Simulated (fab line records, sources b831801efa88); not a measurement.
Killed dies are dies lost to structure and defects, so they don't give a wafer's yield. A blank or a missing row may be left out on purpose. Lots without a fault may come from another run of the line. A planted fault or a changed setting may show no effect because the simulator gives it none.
Which tool did it? | flow gf180mcu | 13 lots, 39 wafers sampled, at 4 steps of a route of 602

WHAT THE GAUGES READ, wafer by wafer
GF_SALICIDE_RS_MEAS_04: measures by four-point-probe.
lot  | measured     | on            | SALICIDE_TIN_RS (ohm/sq)
L314 | day 15 23:24 | film_metro-04 | 16.82 16.67 16.56
L315 | day 16 11:13 | film_metro-03 | 16.55 16.49 16.53
L316 | day 17 02:40 | film_metro-03 | 16.69 16.27 16.24
L318 | day 17 19:09 | film_metro-03 | 16.08 16.60 16.22
L319 | day 18 04:17 | film_metro-03 | 16.22 16.18 16.54
L320 | day 18 08:46 | film_metro-04 | 16.32 16.14 16.25
L322 | day 19 07:25 | film_metro-01 | 16.49 16.48 16.46
L323 | day 19 12:08 | film_metro-04 | 16.21 16.48 16.45
L324 | day 19 19:20 | film_metro-04 | 16.44 15.94 16.47
L325 | day 20 03:54 | film_metro-03 | 16.47 16.18 16.46
L331 | day 22 08:59 | film_metro-04 | 16.21 16.24 16.55
L332 | day 22 16:02 | film_metro-04 | 16.48 16.49 16.16
L334 | day 23 04:01 | film_metro-01 | 16.13 16.02 16.02

WHICH TOOL RAN EACH LOT (tool, then ch and the chambers of the sampled wafers, then the start)
lot  | GF_PSD_STRIP_10                      | GF_SAB_WET_ETCH_12              | GF_SAB_STRIP_13
L314 | plasma_asher-01 ch 0,1, day 15 00:37 | wet_bench-04 ch 2, day 15 23:00 | plasma_asher-04 ch 0,1, day 15 23:08
L315 | plasma_asher-01 ch 0,1, day 15 12:19 | wet_bench-04 ch 2, day 16 10:51 | plasma_asher-01 ch 0,1, day 16 10:59
L316 | plasma_asher-01 ch 0,1, day 16 03:14 | wet_bench-01 ch 0, day 17 02:17 | plasma_asher-02 ch 0,1, day 17 02:25
L318 | plasma_asher-01 ch 0,1, day 16 18:53 | wet_bench-04 ch 1, day 17 18:45 | plasma_asher-01 ch 0,1, day 17 18:53
L319 | plasma_asher-04 ch 0,1, day 17 04:22 | wet_bench-02 ch 3, day 18 03:55 | plasma_asher-01 ch 0, day 18 04:03
L320 | plasma_asher-03 ch 0,1, day 17 08:56 | wet_bench-02 ch 0, day 18 08:24 | plasma_asher-04 ch 0,1, day 18 08:32
L322 | plasma_asher-03 ch 0,1, day 18 06:16 | wet_bench-01 ch 1, day 19 07:02 | plasma_asher-01 ch 0,1, day 19 07:10
L323 | plasma_asher-03 ch 0,1, day 18 11:02 | wet_bench-02 ch 1, day 19 11:44 | plasma_asher-04 ch 0,1, day 19 11:52
L324 | plasma_asher-01 ch 0,1, day 18 18:59 | wet_bench-01 ch 3, day 19 18:55 | plasma_asher-04 ch 0,1, day 19 19:04
L325 | plasma_asher-03 ch 0, day 19 02:55   | wet_bench-01 ch 1, day 20 03:32 | plasma_asher-02 ch 1, day 20 03:40
L331 | plasma_asher-01 ch 0,1, day 21 08:37 | wet_bench-02 ch 1, day 22 08:35 | plasma_asher-04 ch 0,1, day 22 08:43
L332 | plasma_asher-04 ch 0,1, day 21 15:31 | wet_bench-04 ch 0, day 22 15:35 | plasma_asher-01 ch 0,1, day 22 15:46
L334 | plasma_asher-01 ch 0,1, day 22 04:32 | wet_bench-04 ch 2, day 23 03:38 | plasma_asher-04 ch 0,1, day 23 03:46
- GF_PSD_STRIP_10: strips in O2/N2.
- GF_SAB_WET_ETCH_12: etches SiO2 in dHF, target depth 22 nm, time 440 s.
- GF_SAB_STRIP_13: strips in O2/N2.

WHAT THE TOOLS THEMSELVES READ (means of the sampled wafers that have a number; where no wafer has one, the mark that the record gives instead)
GF_PSD_STRIP_10.
lot  | tool            | drypump_motor_current_A (A) | heater_power_w (W) | oes_product_au (a.u.) | strip_time_to_endpoint_s (s)
L314 | plasma_asher-01 | 5.96                        | 346                | 0.592                 | 16.52
L315 | plasma_asher-01 | 5.92                        | 350                | 0.591                 | 16.50
L316 | plasma_asher-01 | 5.86                        | 331                | 0.594                 | 16.48
L318 | plasma_asher-01 | 5.95                        | 345                | 0.594                 | 16.51
L319 | plasma_asher-04 | 5.63                        | 337                | 0.587                 | 16.51
L320 | plasma_asher-03 | 5.94                        | 327                | 0.594                 | 16.48
L322 | plasma_asher-03 | 6.05                        | 333                | 0.590                 | 16.53
L323 | plasma_asher-03 | 5.94                        | 329                | 0.595                 | 16.48
L324 | plasma_asher-01 | 5.84                        | 334                | 0.591                 | 16.48
L325 | plasma_asher-03 | 5.81                        | 322                | 0.594                 | 16.55
L331 | plasma_asher-01 | 5.96                        | 352                | 0.588                 | 16.49
L332 | plasma_asher-04 | 5.66                        | 322                | 0.594                 | 16.51
L334 | plasma_asher-01 | 5.87                        | 339                | 0.592                 | 16.54

GF_SAB_WET_ETCH_12.
lot  | tool         | run_length_s (s)
L314 | wet_bench-04 | 474
L315 | wet_bench-04 | 467
L316 | wet_bench-01 | 467
L318 | wet_bench-04 | 473
L319 | wet_bench-02 | 465
L320 | wet_bench-02 | 465
L322 | wet_bench-01 | 468
L323 | wet_bench-02 | 475
L324 | wet_bench-01 | 474
L325 | wet_bench-01 | 468
L331 | wet_bench-02 | 70
L332 | wet_bench-04 | 464
L334 | wet_bench-04 | 466

GF_SAB_STRIP_13.
lot  | tool            | drypump_motor_current_A (A) | heater_power_w (W) | oes_product_au (a.u.) | strip_time_to_endpoint_s (s)
L314 | plasma_asher-04 | 5.67                        | 324                | 0.712                 | 12.60
L315 | plasma_asher-01 | 5.86                        | 332                | 0.711                 | 12.61
L316 | plasma_asher-02 | 5.93                        | 325                | 0.707                 | 12.57
L318 | plasma_asher-01 | 5.94                        | 348                | 0.707                 | 12.62
L319 | plasma_asher-01 | 5.82                        | 322                | 0.712                 | 12.63
L320 | plasma_asher-04 | 5.66                        | 327                | 0.710                 | 12.61
L322 | plasma_asher-01 | 5.88                        | 329                | 0.711                 | 12.58
L323 | plasma_asher-04 | 5.64                        | 333                | 0.709                 | 12.63
L324 | plasma_asher-04 | 5.64                        | 328                | 0.708                 | 12.61
L325 | plasma_asher-02 | 6.07                        | 311                | 0.712                 | 12.64
L331 | plasma_asher-04 | 5.69                        | 322                | 0.706                 | 12.57
L332 | plasma_asher-01 | 5.95                        | 344                | 0.707                 | 12.65
L334 | plasma_asher-04 | 5.63                        | 328                | 0.709                 | 12.60

THE ANSWER, worked out from the rows above alone
Rule: what is usual is taken from the lots themselves. Put in order of their means at a reading, lots are off if they are a third of the lots or fewer, leave a main group of 4 or more, and stand apart from it by a gap of 3 or more times the standard deviation of the main group's means; of several such gaps the widest counts. A main group whose means are all the same, to the digits that the tables above print for the reading, isn't used. A lot without any number at a reading at which 4 lots or more have one is off too. The other lots that the step has rows for count as sound. The gauges are gone through in route order, then the tools' own readings, and for those a lot's mean is taken as printed above. The first step at which some lot is off is used, and at that step the reading that is off furthest; a lot without a number counts as furthest.
Off: L331, at GF_SAB_WET_ETCH_12 (run_length_s). The main group: mean 469 s, standard deviation 3.8.
A tool fits if, at that step or a process step before it, it ran every lot that is off, and no sound lot after the first of them. One fits: wet_bench-02 at GF_SAB_WET_ETCH_12. Its last sound lot is L323 (day 19 11:44), its first lot that is off L331 (day 22 08:35): a fault that began between those two fits.
The tool's own readings at GF_SAB_WET_ETCH_12 bear it out: on the lots that are off they differ by more than 5 times the standard deviation of the sound lots' means. run_length_s reads 70 s there against 469 s on the sound lots.

WHAT THE SIMULATOR HAD PUT IN
Process parameter drift: wet_bench-02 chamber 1, from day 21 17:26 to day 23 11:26, at GF_SAB_WET_ETCH_12. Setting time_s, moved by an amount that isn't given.
Lots struck among those shown: L331. The rule above found the same.
